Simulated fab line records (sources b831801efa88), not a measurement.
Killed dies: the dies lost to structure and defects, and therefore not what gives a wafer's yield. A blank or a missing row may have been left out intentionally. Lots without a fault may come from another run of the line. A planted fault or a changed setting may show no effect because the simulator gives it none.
Chamber matching :: flow sky130 :: hdpcvd-01 running SKY_VIA4_HDPCVD_00: 3 sister chambers
The step deposits SiO2, target thk 1750 nm, time 291.7 s. 6 wafers are shown with their chamber, then 8 later ones without.

## WAFERS, EACH WITH ITS CHAMBER
wafer: L845.1
chamber: 0
run-length-s (s): 320.6

wafer: L845.6
chamber: 2
run-length-s (s): 320.7

wafer: L858.2
chamber: 1
run-length-s (s): 319.3

wafer: L858.4
chamber: 0
run-length-s (s): 320.2

wafer: L858.6
chamber: 1
run-length-s (s): 319.4

wafer: L859.1
chamber: 2
run-length-s (s): 320.7

## WAFERS WITHOUT THEIR CHAMBER
wafer: L859.2
run-length-s (s): 319.7

wafer: L859.4
run-length-s (s): 320.0

wafer: L860.3
run-length-s (s): 320.1

wafer: L860.4
run-length-s (s): 320.1

wafer: L860.5
run-length-s (s): 319.5

wafer: L861.2
run-length-s (s): 320.3

wafer: L861.4
run-length-s (s): 319.5

wafer: L861.6
run-length-s (s): 320.1

## WHICH CHAMBER EACH ONE RAN IN
wafer: L859.2
from the rows above: 1
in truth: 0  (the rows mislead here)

wafer: L859.4
from the rows above: can't be placed: 0 or 1 or 2
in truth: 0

wafer: L860.3
from the rows above: can't be placed: 0 or 2
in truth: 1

wafer: L860.4
from the rows above: can't be placed: 0 or 2
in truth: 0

wafer: L860.5
from the rows above: 1
in truth: 1

wafer: L861.2
from the rows above: can't be placed: 0 or 2
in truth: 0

wafer: L861.4
from the rows above: 1
in truth: 1

wafer: L861.6
from the rows above: can't be placed: 0 or 2
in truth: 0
2 of 8 placed correctly. Cannot be placed on the basis of these rows: 5; the candidates contain the true chamber in 4. Number placed wrongly: 1.
How it was worked out, from the rows above alone: a wafer's distance from a chamber is the root of the sum, over the readings, of the square of ((its reading less the chamber's mean) divided by the reading's scatter). The wafer belongs to the nearest chamber; if the next one is less than 2 further off, it can't be placed. Each chamber's mean is taken over the wafers shown for it. How the scatter is found: for the shown wafers, subtract from each reading the mean of its chamber, square and add these, divide the total by (wafers less chambers), then take the root.
